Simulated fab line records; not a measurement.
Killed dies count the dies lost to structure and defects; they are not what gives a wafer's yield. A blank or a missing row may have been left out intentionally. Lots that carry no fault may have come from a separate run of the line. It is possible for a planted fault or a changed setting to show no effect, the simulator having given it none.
Which of the tools did it? + flow gf180mcu + 39 wafers from 13 lots sampled at 5 of the route's 602 steps

== WHAT EACH GAUGE READ, for each wafer ==
GF_V2_THK_MEAS_03.
| lot  | measured     | on            | V2_CVD_02_THK (nm) |
|------|--------------|---------------|--------------------|
| L247 | day 19 10:38 | film_metro-03 | 842 857 851        |
| L250 | day 20 08:19 | film_metro-03 | 847 851 858        |
| L252 | day 21 05:47 | film_metro-03 | 861 852 877        |
| L253 | day 21 21:04 | film_metro-04 | 851 856 875        |
| L254 | day 22 03:21 | film_metro-04 | 834 866 852        |
| L255 | day 22 13:29 | film_metro-02 | 836 831 848        |
| L256 | day 22 20:12 | film_metro-02 | 851 872 871        |
| L261 | day 24 09:26 | film_metro-04 | 846 847 849        |
| L264 | day 25 08:07 | film_metro-04 | 852 872 861        |
| L265 | day 25 13:14 | film_metro-03 | 837 839 838        |
| L266 | day 26 04:58 | film_metro-02 | 846 843 863        |
| L268 | day 26 14:35 | film_metro-04 | 844 858 859        |
| L269 | day 26 23:02 | film_metro-02 | 826 857 847        |

GF_V2_RS_MEAS_24: a four-point-probe measurement.
| lot  | measured     | on            | V2_W_RS (ohm/sq)  |
|------|--------------|---------------|-------------------|
| L247 | day 20 12:21 | film_metro-04 | 0.323 0.327 0.325 |
| L250 | day 21 09:12 | film_metro-03 | 0.329 0.317 0.328 |
| L252 | day 22 06:54 | film_metro-04 | 0.328 0.317 0.327 |
| L253 | day 22 21:13 | film_metro-03 | 0.316 0.317 0.318 |
| L254 | day 23 03:43 | film_metro-04 | 0.330 0.329 0.323 |
| L255 | day 23 13:43 | film_metro-02 | 0.325 0.320 0.322 |
| L256 | day 23 20:33 | film_metro-02 | 0.327 0.320 0.320 |
| L261 | day 25 09:04 | film_metro-02 | 0.321 0.327 0.328 |
| L264 | day 26 06:18 | film_metro-02 | 0.329 0.331 0.322 |
| L265 | day 26 11:32 | film_metro-04 | 0.326 0.320 0.331 |
| L266 | day 27 03:11 | film_metro-03 | 0.326 0.335 0.324 |
| L268 | day 27 12:31 | film_metro-04 | 0.323 0.330 0.334 |
| L269 | day 27 21:26 | film_metro-04 | 0.320 0.329 0.331 |

GF_M3_CD_MEAS_14: the cd target is 280 nm.
| lot  | measured     | on        | cd_nm (nm)        |
|------|--------------|-----------|-------------------|
| L247 | day 21 13:07 | cd_sem-01 | 278.5 278.3 277.6 |
| L250 | day 22 08:57 | cd_sem-01 | 280.1 281.1 280.9 |
| L252 | day 23 06:39 | cd_sem-01 | 277.6 278.1 278.3 |
| L253 | day 23 20:56 | cd_sem-01 | 293.3 293.0 293.9 |
| L254 | day 24 03:14 | cd_sem-01 | 291.1 292.2 292.1 |
| L255 | day 24 12:25 | cd_sem-01 | 281.3 280.4 280.4 |
| L256 | day 24 18:53 | cd_sem-01 | 288.8 289.1 288.4 |
| L261 | day 26 06:58 | cd_sem-01 | 281.0 281.4 280.5 |
| L264 | day 27 03:58 | cd_sem-02 | 280.8 280.1 281.2 |
| L265 | day 27 07:52 | cd_sem-02 | 280.5 281.3 281.1 |
| L266 | day 27 23:35 | cd_sem-02 | 280.5 279.7 281.5 |
| L268 | day 28 08:24 | cd_sem-02 | 279.7 279.9 279.3 |
| L269 | day 28 17:39 | cd_sem-01 | 281.0 281.2 281.3 |

== EACH LOT AND THE TOOL THAT RAN IT (in order: tool; ch and the chambers of the sampled wafers; start) ==
| lot  | GF_V2_CVD_02                    | GF_M3_PEB_12                      |
|------|---------------------------------|-----------------------------------|
| L247 | pecvd-03 ch 0,2, day 19 10:34   | litho_track-01 ch 0, day 21 12:46 |
| L250 | pecvd-04 ch 0,2, day 20 08:15   | litho_track-02 ch 0, day 22 08:36 |
| L252 | pecvd-03 ch 0,2, day 21 05:43   | litho_track-02 ch 0, day 23 06:18 |
| L253 | pecvd-02 ch 1,2, day 21 20:59   | litho_track-02 ch 0, day 23 20:37 |
| L254 | pecvd-03 ch 0,1,2, day 22 03:16 | litho_track-02 ch 0, day 24 02:55 |
| L255 | pecvd-03 ch 0,2, day 22 13:25   | litho_track-01 ch 0, day 24 12:04 |
| L256 | pecvd-04 ch 0,1,2, day 22 20:07 | litho_track-02 ch 0, day 24 18:34 |
| L261 | pecvd-02 ch 1,2, day 24 09:22   | litho_track-01 ch 0, day 26 06:37 |
| L264 | pecvd-04 ch 1,2, day 25 08:03   | litho_track-01 ch 0, day 27 03:37 |
| L265 | pecvd-02 ch 0,1,2, day 25 13:10 | litho_track-04 ch 0, day 27 07:31 |
| L266 | pecvd-02 ch 0,1, day 26 04:53   | litho_track-04 ch 0, day 27 23:15 |
| L268 | pecvd-03 ch 0,1, day 26 14:29   | litho_track-01 ch 0, day 28 08:05 |
| L269 | pecvd-03 ch 1,2, day 26 22:57   | litho_track-01 ch 0, day 28 17:20 |
- GF_V2_CVD_02: deposits SiO2 from TEOS, target thk 850 nm, time 94.851 s.
- GF_M3_PEB_12: peb time 90 s.

== AS READ BY THE TOOLS THEMSELVES (means over the sampled wafers that have a number; for cases with no such wafer, the mark the record gives instead) ==
GF_V2_CVD_02.
| lot  | tool     | heater_power_w (W) | susceptor_temp_C (C) |
|------|----------|--------------------|----------------------|
| L247 | pecvd-03 | 604                | 399.94               |
| L250 | pecvd-04 | 558                | 399.98               |
| L252 | pecvd-03 | 667                | 399.89               |
| L253 | pecvd-02 | 710                | 400.10               |
| L254 | pecvd-03 | 746                | 400.09               |
| L255 | pecvd-03 | 619                | 400.06               |
| L256 | pecvd-04 | 639                | 399.70               |
| L261 | pecvd-02 | 674                | 399.94               |
| L264 | pecvd-04 | 676                | 399.99               |
| L265 | pecvd-02 | 635                | 400.11               |
| L266 | pecvd-02 | 673                | 399.99               |
| L268 | pecvd-03 | 685                | 400.22               |
| L269 | pecvd-03 | 672                | 400.24               |

GF_M3_PEB_12.
| lot  | tool           | heater_power_total_W (W) | plate_temp_C (C) | resist_line_temp_C (C) |
|------|----------------|--------------------------|------------------|------------------------|
| L247 | litho_track-01 | 85.76                    | 134.87           | 22.96                  |
| L250 | litho_track-02 | 85.67                    | 134.79           | 23.05                  |
| L252 | litho_track-02 | 85.73                    | 134.91           | 23.00                  |
| L253 | litho_track-02 | 82.54                    | 131.45           | 23.06                  |
| L254 | litho_track-02 | 82.52                    | 131.14           | 23.00                  |
| L255 | litho_track-01 | 85.66                    | 134.89           | 23.02                  |
| L256 | litho_track-02 | 82.49                    | 131.04           | 23.05                  |
| L261 | litho_track-01 | 85.67                    | 135.01           | 22.88                  |
| L264 | litho_track-01 | 85.75                    | 134.75           | 22.93                  |
| L265 | litho_track-04 | 85.69                    | 134.97           | 23.17                  |
| L266 | litho_track-04 | 85.73                    | 134.89           | 22.96                  |
| L268 | litho_track-01 | 85.76                    | 135.04           | 23.04                  |
| L269 | litho_track-01 | 85.79                    | 134.84           | 23.00                  |

== THE ANSWER, worked out from the rows above alone ==
Rule: the usual values come from the lots themselves. The widest of any qualifying gaps counts: lots, ordered by their means at a reading, are off when they make up no more than a third of the lots, leave a main group of 4 or more, and stand apart from it by 3 or more times the standard deviation of that group's means. Not used: any main group whose means are identical at the precision the tables above print for the reading. Also off: a lot with no number at a reading for which 4 or more lots have one. Any other lot the step has rows for is counted as sound. Order of review: gauges by route order, followed by the tools' own readings, for which a lot's mean as printed above is used. At the first step where some lot is off, the reading lying furthest off is the one used; lots without a number count as furthest.
Off, at GF_M3_CD_MEAS_14 on cd_nm: L253, L254, L256. For the main group the mean is 280.2 nm and the standard deviation 1.1.
If a tool, at a process step before that reading, ran all the lots that are off and no sound lot after the first of them, it fits. The gauges at GF_M3_CD_MEAS_14 aren't tried: what is off there is off at GF_M3_PEB_12 too, on other tools, and a gauge's error can't cause that. One fits: litho_track-02 at GF_M3_PEB_12. Its last sound lot is L252 (day 23 06:18), its first lot that is off L253 (day 23 20:37): a fault that began between those two fits.
The tool's own readings at GF_M3_PEB_12 bear it out: on the lots that are off they differ by more than 5 times the standard deviation of the sound lots' means. heater_power_total_W reads 82.52 W there against 85.72 W on the sound lots; plate_temp_C reads 131.21 C there against 134.90 C on the sound lots.

== WHAT HAD BEEN PUT IN BY THE SIMULATOR ==
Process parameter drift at GF_M3_PEB_12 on litho_track-02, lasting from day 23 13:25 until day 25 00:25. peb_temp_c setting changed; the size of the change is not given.
Shown lots that were struck: L253, L254, L256. This agrees with what the rule above found.
